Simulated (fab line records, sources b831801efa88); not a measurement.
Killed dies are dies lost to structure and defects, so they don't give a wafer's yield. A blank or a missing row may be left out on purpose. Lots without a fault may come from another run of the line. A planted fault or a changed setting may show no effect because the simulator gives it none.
Which tool did it? | flow gf180mcu | 12 lots, 36 wafers sampled, at 6 steps of a route of 602

WHAT THE GAUGES READ, wafer by wafer
GF_HV_LDD_TW_MEAS_11.
lot  | measured     | on            | HV_LDD_TW
L768 | day 10 09:27 | film_metro-02 | 2418 2426 2425
L770 | day 10 16:46 | film_metro-01 | 2418 2428 2435
L771 | day 10 21:53 | film_metro-01 | 2441 2424 2428
L773 | day 11 19:19 | film_metro-04 | 2398 2396 2415
L776 | day 12 09:15 | film_metro-02 | 2492 2493 2502 2499 2496 2512
L778 | day 13 12:04 | film_metro-02 | 2504 2519 2514 2506 2520 2505
L784 | day 15 06:03 | film_metro-02 | 2395 2406 2408
L785 | day 15 16:41 | film_metro-01 | 2412 2425 2412
L786 | day 15 17:35 | film_metro-02 | 2403 2414 2410
L788 | day 16 10:11 | film_metro-02 | 2430 2442 2430
L790 | day 16 18:35 | film_metro-01 | 2439 2456 2437
L791 | day 17 05:13 | film_metro-04 | 2412 2421 2420

GF_HV_LDD_RS_MEAS_53: measures by four-point-probe.
lot  | measured     | on            | HV_LDD_RS (ohm/sq)
L768 | day 12 20:04 | film_metro-02 | 418.4 418.1 418.0
L770 | day 13 04:37 | film_metro-01 | 417.4 417.5 417.4
L771 | day 13 09:07 | film_metro-01 | 416.7 416.1 417.8
L773 | day 14 09:44 | film_metro-02 | 417.7 418.5 417.6
L776 | day 14 23:32 | film_metro-04 | 398.4 396.9 397.2 397.5 396.7 397.0
L778 | day 16 05:20 | film_metro-02 | 397.9 397.4 397.8 397.5 398.1 397.8
L784 | day 18 03:17 | film_metro-02 | 418.5 417.4 417.8
L785 | day 18 15:56 | film_metro-04 | 418.4 417.0 417.6
L786 | day 18 16:20 | film_metro-04 | 416.6 415.1 416.6
L788 | day 19 10:18 | film_metro-04 | 418.2 417.7 418.8
L790 | day 19 19:35 | film_metro-01 | 418.7 418.0 418.1
L791 | day 20 06:02 | film_metro-01 | 416.8 417.0 416.8

GF_V2_OVL_MEAS_15.
lot  | measured     | on         | V2_OVL (nm)
L768 | day 20 23:10 | overlay-02 | 8 8 4
L770 | day 21 05:38 | overlay-01 | 8 8 12
L771 | day 21 12:48 | overlay-01 | -2 -2 -5
L773 | day 22 15:25 | overlay-02 | 1 1 0
L776 | day 23 05:53 | overlay-01 | 0 -1 -3
L778 | day 24 12:14 | overlay-01 | -2 0 3
L784 | day 26 06:46 | overlay-01 | 3 0 0
L785 | day 26 17:31 | overlay-01 | -7 -5 -4
L786 | day 26 19:57 | overlay-01 | 0 4 0
L788 | day 27 10:03 | overlay-01 | 12 3 7
L790 | day 27 17:50 | overlay-01 | 3 5 0
L791 | day 28 01:35 | overlay-02 | -8 -7 -5

WHICH TOOL RAN EACH LOT (tool, then ch and the chambers of the sampled wafers, then the start)
lot  | GF_HV_LDD_IMPLANT_09            | GF_V1_CMP_04                  | GF_V2_SOFTBAKE_10
L768 | implanter-04 ch 0, day 10 09:05 | cmp-01 ch 0,1,3, day 17 17:25 | litho_track-04 ch 0, day 20 23:10 or earlier
L770 | implanter-01 ch 0, day 10 16:31 | cmp-01 ch 0,1,3, day 18 02:08 | litho_track-04 ch 0, day 21 05:38 or earlier
L771 | implanter-01 ch 0, day 10 21:38 | cmp-01 ch 0,2,3, day 18 07:58 | litho_track-03 ch 0, day 21 12:48 or earlier
L773 | implanter-04 ch 0, day 11 19:05 | cmp-01 ch 0,1,2, day 19 11:53 | litho_track-04 ch 0, day 22 15:25 or earlier
L776 | implanter-01 ch 0, day 12 09:01 | cmp-02 ch 2,3, day 20 04:28   | litho_track-02 ch 0, day 23 05:53 or earlier
L778 | implanter-01 ch 0, day 13 11:49 | cmp-01 ch 0,3, day 21 11:35   | litho_track-02 ch 0, day 24 12:14 or earlier
L784 | implanter-04 ch 0, day 15 05:49 | cmp-02 ch 0,2,3, day 23 10:49 | litho_track-04 ch 0, day 26 06:46 or earlier
L785 | implanter-03 ch 0, day 15 16:27 | cmp-02 ch 0,3, day 23 22:46   | litho_track-03 ch 0, day 26 17:31 or earlier
L786 | implanter-04 ch 0, day 15 17:22 | cmp-01 ch 0,2,3, day 23 23:14 | litho_track-04 ch 0, day 26 19:57 or earlier
L788 | implanter-04 ch 0, day 16 09:56 | cmp-01 ch 0,1,2, day 24 16:07 | litho_track-03 ch 0, day 27 10:03 or earlier
L790 | implanter-01 ch 0, day 16 18:20 | cmp-02 ch 0,2, day 24 23:41   | litho_track-03 ch 0, day 27 17:50 or earlier
L791 | implanter-03 ch 0, day 17 04:58 | cmp-01 ch 1,2,3, day 25 09:01 | litho_track-02 ch 0, day 28 01:35 or earlier
- GF_HV_LDD_IMPLANT_09
- GF_V1_CMP_04: polishes SiO2.
- GF_V2_SOFTBAKE_10: time 61.03 s.

WHAT THE TOOLS THEMSELVES READ (means of the sampled wafers that have a number; where no wafer has one, the mark that the record gives instead)
GF_HV_LDD_IMPLANT_09.
lot  | tool         | dose_ions_cm2 | faraday_current_uA
L768 | implanter-04 | 1.000e+14     | 563
L770 | implanter-01 | 9.992e+13     | 557
L771 | implanter-01 | 1.001e+14     | 577
L773 | implanter-04 | 9.998e+13     | 572
L776 | implanter-01 | 1.121e+14     | 635
L778 | implanter-01 | 1.122e+14     | 634
L784 | implanter-04 | 9.997e+13     | 567
L785 | implanter-03 | 1.001e+14     | 569
L786 | implanter-04 | 9.999e+13     | 570
L788 | implanter-04 | 9.995e+13     | 557
L790 | implanter-01 | 9.992e+13     | 563
L791 | implanter-03 | 9.999e+13     | 570

GF_V1_CMP_04.
lot  | tool   | motor_current_A (A) | time_to_endpoint_s (s)
L768 | cmp-01 | 12.6                | 74
L770 | cmp-01 | 12.5                | 78
L771 | cmp-01 | 12.8                | 82
L773 | cmp-01 | 12.3                | 78
L776 | cmp-02 | 13.5                | 82
L778 | cmp-01 | 13.0                | 79
L784 | cmp-02 | 12.8                | 73
L785 | cmp-02 | 11.8                | 78
L786 | cmp-01 | 11.9                | 74
L788 | cmp-01 | 12.3                | 81
L790 | cmp-02 | 13.4                | 78
L791 | cmp-01 | 11.7                | 84

GF_V2_SOFTBAKE_10.
lot  | tool           | exhaust_pa (Pa) | plate_sensor_t_centre_C (C) | plate_sensor_t_edge_C (C)
L768 | litho_track-04 | 45.6            | 131.01                      | 131.21
L770 | litho_track-04 | 44.6            | 131.01                      | 131.22
L771 | litho_track-03 | 44.0            | 131.01                      | 131.21
L773 | litho_track-04 | 45.5            | 131.02                      | 131.21
L776 | litho_track-02 | 45.5            | 131.02                      | 131.21
L778 | litho_track-02 | 44.3            | 131.03                      | 131.21
L784 | litho_track-04 | 44.6            | 131.00                      | 131.21
L785 | litho_track-03 | 44.2            | 131.01                      | 131.21
L786 | litho_track-04 | 44.1            | 131.02                      | 131.21
L788 | litho_track-03 | 45.8            | 131.01                      | 131.20
L790 | litho_track-03 | 46.1            | 131.01                      | 131.20
L791 | litho_track-02 | 45.5            | 131.02                      | 131.21

THE ANSWER, worked out from the rows above alone
Rule: what is usual is taken from the lots themselves. Put in order of their means at a reading, lots are off if they are a third of the lots or fewer, leave a main group of 4 or more, and stand apart from it by a gap of 3 or more times the standard deviation of the main group's means; of several such gaps the widest counts. A main group whose means are all the same, to the digits that the tables above print for the reading, isn't used. A lot without any number at a reading at which 4 lots or more have one is off too. The other lots that the step has rows for count as sound. The gauges are gone through in route order, then the tools' own readings, and for those a lot's mean is taken as printed above. The first step at which some lot is off is used, and at that step the reading that is off furthest; a lot without a number counts as furthest.
Off: L776, L778, at GF_HV_LDD_TW_MEAS_11 (HV_LDD_TW). The main group: mean 2421, standard deviation 13.
A tool fits if, at a process step before that reading, it ran every lot that is off, and no sound lot after the first of them. The gauges at GF_HV_LDD_TW_MEAS_11 aren't tried: what is off there is off at GF_HV_LDD_IMPLANT_09 too, on other tools, and a gauge's error can't cause that. None of those tried fits.

WHAT THE SIMULATOR HAD PUT IN
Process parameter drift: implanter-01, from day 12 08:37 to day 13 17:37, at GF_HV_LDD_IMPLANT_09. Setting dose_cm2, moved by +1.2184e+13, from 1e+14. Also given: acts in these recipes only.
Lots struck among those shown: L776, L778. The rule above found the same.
